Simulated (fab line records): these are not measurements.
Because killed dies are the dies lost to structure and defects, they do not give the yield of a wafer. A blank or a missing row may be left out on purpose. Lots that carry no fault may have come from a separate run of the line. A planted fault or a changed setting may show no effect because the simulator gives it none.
A struck lot beside a sound one -- flow sky130 -- 23 steps out of a route of 708
Sound: these wafers, L395.3, L395.4, L395.5. The struck wafers were L409.1, L409.2, L409.5. The cause is given at the end.
Order at every step that has rows: each side's tool, ch and its chambers, its first start. Under that, the readings that differ: sound wafers -- struck wafers -- difference of the means -- sigmas: that difference in standard deviations of wafers without a fault.
alike: words and numbers the same on both sides, and readings whose means are apart by under 2 such deviations; not compared: readings that were withheld, readings missing a value for some wafer, numbers with overlapping values and no deviation given by the record, and bounds like >300 which may hide the same value.
The two part at a step that has a row with sigmas, a row that says differs or no value, or rows on one side only. Numbers that don't overlap but have no deviation are shown without sigmas and don't part them. A reading missing from all wafers of one side parts the sides only when that side holds two or more wafers.

first, 5 steps without rows for these wafers: SKY_VT_ADJUST_NCORE_COAT_02 (resist thk 1140 nm); SKY_VT_ADJUST_NCORE_SOFTBAKE_03 (time 60 s); SKY_VT_ADJUST_NCORE_EXPOSE_04 (exposes mask LVTN COMPLEMENT THIN, target cd 380 nm); SKY_VT_ADJUST_NCORE_PEB_05; SKY_VT_ADJUST_NCORE_DEVELOP_06 (develop time 58.31 s).
SKY_VT_ADJUST_NCORE_CD_MEAS_07: target cd 380 nm.
  sound on cd sem-02, day 9 11:06; struck on cd sem-01, day 13 02:38
  alike: cd nm
SKY_VT_ADJUST_NCORE_OVL_MEAS_08:
  sound on overlay-01, day 9 11:11; struck on overlay-02, day 13 02:45
  alike: VT_ADJUST_NCORE_OVL
then, 1 step without rows for these wafers: SKY_VT_ADJUST_NCORE_IMPLANT_09.
SKY_VT_ADJUST_NCORE_STRIP_10: strips in O2/N2.
  sound on plasma asher-04 ch 0,1, day 9 11:24; struck on plasma asher-03 ch 0,1, day 13 02:56
reading,sound,struck,difference,sigmas
drypump motor current A (A),6.0 5.4 5.3,6.1 6.5 6.5,+0.8,+2
  alike: n2 flow sccm, oes product au, strip time to endpoint s
  not compared: rf hours counter h
SKY_VT_ADJUST_NCORE_TW_MEAS_11:
  sound on film metro-02, day 9 11:29; struck on film metro-03, day 13 03:02
reading,sound,struck,difference,sigmas
VT_ADJUST_NCORE_TW,222.9 222.6 223.1,217.8 218.6 217.1,-5.0,-2
then, 2 steps without rows for these wafers: SKY_VT_ADJUST_HVTR_DEHYDRATE_00 (time 60 s); SKY_VT_ADJUST_HVTR_HMDS_01 (prime time 60 s).
SKY_VT_ADJUST_HVTR_COAT_02: resist thk 1140 nm.
  sound on litho track-04 ch 0, day 9 21:43; struck on litho track-01 ch 0, day 13 14:59
reading,sound,struck,difference,sigmas
spin speed rpm (rpm),3001.0 3000.3 3002.2,3113.8 3112.6 3115.1,+112.7,+66
model.NOVOLAK_of_VT_ADJUST_HVTR_COAT_02.thk nm (nm),1138 1138 1140,1122 1116 1118,-20,
then, 3 steps without rows for these wafers: SKY_VT_ADJUST_HVTR_SOFTBAKE_03 (time 60 s); SKY_VT_ADJUST_HVTR_EXPOSE_04 (exposes mask HVTRM, target cd 380 nm); SKY_VT_ADJUST_HVTR_PEB_05.
SKY_VT_ADJUST_HVTR_DEVELOP_06: develop time 60 s.
  sound on litho track-01 ch 0, day 10 09:08; struck on litho track-01 ch 0, day 14 04:05
reading,sound,struck,difference,sigmas
model.NOVOLAK_of_VT_ADJUST_HVTR_COAT_02.thk nm (nm),1138 1138 1140,1122 1116 1118,-20,
SKY_VT_ADJUST_HVTR_CD_MEAS_07: target cd 380 nm.
  sound on cd sem-01, day 10 09:16; struck on cd sem-01, day 14 04:14
  alike: cd nm
SKY_VT_ADJUST_HVTR_OVL_MEAS_08:
  sound on overlay-01, day 10 09:22; struck on overlay-02, day 14 04:21
  alike: VT_ADJUST_HVTR_OVL
then, 1 step without rows for these wafers: SKY_VT_ADJUST_HVTR_IMPLANT_09.
SKY_VT_ADJUST_HVTR_STRIP_10: strips in O2/N2.
  sound on plasma asher-04 ch 0,1, day 10 09:34; struck on plasma asher-02 ch 0,1, day 14 04:32
reading,sound,struck,difference,sigmas
strip time to endpoint s (s),14.15 14.15 14.18,13.97 13.91 13.92,-0.23,-7
  alike: drypump motor current A, n2 flow sccm, oes product au
  not compared: rf hours counter h
SKY_VT_ADJUST_HVTR_TW_MEAS_11:
  sound on film metro-01, day 10 09:40; struck on film metro-04, day 14 04:38
  alike: VT_ADJUST_HVTR_TW
SKY_PAD_OPEN_PROBE_99:
  the record has rows for the sound wafers here (prober-01, day 46 10:29) and none for the struck ones

## WHERE THEY PART
Earliest at SKY_VT_ADJUST_NCORE_STRIP_10; latest, in this record, at SKY_PAD_OPEN_PROBE_99.

WHY: what had been put in by the simulator
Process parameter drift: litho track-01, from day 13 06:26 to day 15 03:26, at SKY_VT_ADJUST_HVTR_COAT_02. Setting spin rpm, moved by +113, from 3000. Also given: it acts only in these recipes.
